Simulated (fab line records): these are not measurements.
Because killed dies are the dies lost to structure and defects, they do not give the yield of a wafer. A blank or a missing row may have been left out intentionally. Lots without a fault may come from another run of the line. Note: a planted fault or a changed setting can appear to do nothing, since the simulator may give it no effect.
The tool behind it: which one? | flow sfq_line | Sampling: 14 lots, 42 wafers, 3 of 325 route steps

== WHAT EACH GAUGE READ, for each wafer ==
SFQ_I7_BOW_MEAS_946.
lot  | measured     | on            | I7_BOW (um)
L300 | day 65 20:36 | film_metro-01 | 17 16 30
L301 | day 69 20:11 | film_metro-04 | 8 6 6
L304 | day 70 08:56 | film_metro-02 | -5 -3 -1
L306 | day 70 12:56 | film_metro-02 | 13 10 19
L307 | day 70 14:53 | film_metro-04 | 5 -3 4
L309 | day 71 12:56 | film_metro-02 | 10 1 2
L310 | day 71 14:53 | film_metro-01 | 14 6 3
L311 | day 71 20:53 | film_metro-04 | 16 28 18
L312 | day 72 16:07 | film_metro-04 | 16 25 34
L314 | day 76 16:15 | film_metro-04 | 10 6 7
L320 | day 78 06:09 | film_metro-04 | -11 -9 -2
L321 | day 78 12:02 | film_metro-02 | 8 -5 0
L322 | day 78 16:54 | film_metro-02 | -2 -13 -25
L323 | day 78 18:41 | film_metro-01 | -1 -7 -5

== EACH LOT AND THE TOOL THAT RAN IT (in order: tool; ch and the chambers of the sampled wafers; start) ==
lot  | SFQ_TRILAYER_M2_STRIP_STRIP_061   | SFQ_TRILAYER_C5_LITHO_DEVELOP_153
L300 | rie_metal-04 ch 0,1, day 24 13:55 | litho_track-04 ch 0, day 55 14:28
L301 | rie_metal-03 ch 0,1, day 24 19:55 | litho_track-01 ch 0, day 55 19:14
L304 | rie_metal-03 ch 0,1, day 31 06:32 | litho_track-01 ch 0, day 57 00:01
L306 | rie_metal-02 ch 0,1, day 32 18:09 | litho_track-04 ch 0, day 58 10:01
L307 | rie_metal-03 ch 0,1, day 33 08:33 | litho_track-04 ch 0, day 60 07:40
L309 | rie_metal-02 ch 1, day 34 06:20   | litho_track-04 ch 0, day 62 14:55
L310 | rie_metal-02 ch 1, day 34 09:56   | litho_track-03 ch 0, day 62 17:19
L311 | rie_metal-04 ch 0,1, day 34 22:57 | litho_track-01 ch 0, day 62 21:02
L312 | rie_metal-04 ch 0,1, day 35 05:09 | litho_track-01 ch 0, day 64 05:52
L314 | rie_metal-02 ch 0,1, day 35 21:24 | litho_track-04 ch 0, day 67 06:46
L320 | rie_metal-04 ch 0,1, day 37 09:31 | litho_track-01, day 72 07:53
L321 | rie_metal-02 ch 0,1, day 37 21:31 | litho_track-04, day 73 23:37
L322 | rie_metal-03 ch 0,1, day 40 19:32 | litho_track-03 ch 0, day 74 02:12
L323 | rie_metal-03 ch 0,1, day 41 00:37 | litho_track-03 ch 0, day 74 04:44
- SFQ_TRILAYER_M2_STRIP_STRIP_061: strips in O2.
- SFQ_TRILAYER_C5_LITHO_DEVELOP_153: time 60 s.

== AS READ BY THE TOOLS THEMSELVES (means over the sampled wafers that have a number; for cases with no such wafer, the mark the record gives instead) ==
SFQ_TRILAYER_M2_STRIP_STRIP_061.
lot  | tool         | drypump_motor_current_A (A) | oes_product_au (a.u.)
L300 | rie_metal-04 | 5.7                         | 1.002
L301 | rie_metal-03 | 6.2                         | 0.995
L304 | rie_metal-03 | 6.1                         | 1.000
L306 | rie_metal-02 | 6.3                         | 0.996
L307 | rie_metal-03 | 6.1                         | 0.998
L309 | rie_metal-02 | 6.2                         | 0.990
L310 | rie_metal-02 | 6.3                         | 0.995
L311 | rie_metal-04 | 5.4                         | 1.005
L312 | rie_metal-04 | 5.7                         | 1.005
L314 | rie_metal-02 | 6.3                         | 0.992
L320 | rie_metal-04 | 5.5                         | 1.005
L321 | rie_metal-02 | 6.3                         | 1.004
L322 | rie_metal-03 | 6.1                         | 0.994
L323 | rie_metal-03 | 5.9                         | 1.007

SFQ_TRILAYER_C5_LITHO_DEVELOP_153.
lot  | tool           | chill_plate_temp_C (C) | exhaust_pa (Pa) | resist_line_temp_C (C)
L300 | litho_track-04 | 23.00                  | 45.2            | 23.17
L301 | litho_track-01 | 22.92                  | 45.0            | 23.02
L304 | litho_track-01 | 22.92                  | 45.6            | 23.14
L306 | litho_track-04 | 23.01                  | 44.9            | 22.99
L307 | litho_track-04 | 23.04                  | 44.8            | 23.04
L309 | litho_track-04 | 23.09                  | 45.1            | 22.92
L310 | litho_track-03 | 22.95                  | 44.3            | 22.97
L311 | litho_track-01 | 22.82                  | 44.6            | 23.05
L312 | litho_track-01 | 23.04                  | 46.1            | 22.92
L314 | litho_track-04 | 22.98                  | 45.8            | 22.94
L320 | litho_track-01 | -                      | -               | -
L321 | litho_track-04 | -                      | -               | -
L322 | litho_track-03 | 22.99                  | 44.6            | 22.84
L323 | litho_track-03 | 23.07                  | 45.1            | 23.07

== THE ANSWER, worked out from the rows above alone ==
Rule: what is usual is taken from the lots themselves. Put in order of their means at a reading, lots are off if they are a third of the lots or fewer, leave a main group of 4 or more, and stand apart from it by a gap of 3 or more times the standard deviation of the main group's means; of several such gaps the widest counts. If all means in a main group match to the digits the tables above print for the reading, that group is not used. A lot without any number at a reading at which 4 lots or more have one is off too. Any other lot the step has rows for is counted as sound. The gauges are gone through in route order, then the tools' own readings, and for those a lot's mean is taken as printed above. At the first step where some lot is off, the reading lying furthest off is the one used; lots without a number count as furthest.
Off: L320, L321 (SFQ_TRILAYER_C5_LITHO_DEVELOP_153, chill_plate_temp_C). Without a number there: L320, L321. Mean 22.99 C and standard deviation 0.072 in the main group.
A tool fits if, at that step or a process step before it, it ran every lot that is off, and no sound lot after the first of them. No candidate that was tried fits.

== WHAT THE SIMULATOR HAD INSERTED ==
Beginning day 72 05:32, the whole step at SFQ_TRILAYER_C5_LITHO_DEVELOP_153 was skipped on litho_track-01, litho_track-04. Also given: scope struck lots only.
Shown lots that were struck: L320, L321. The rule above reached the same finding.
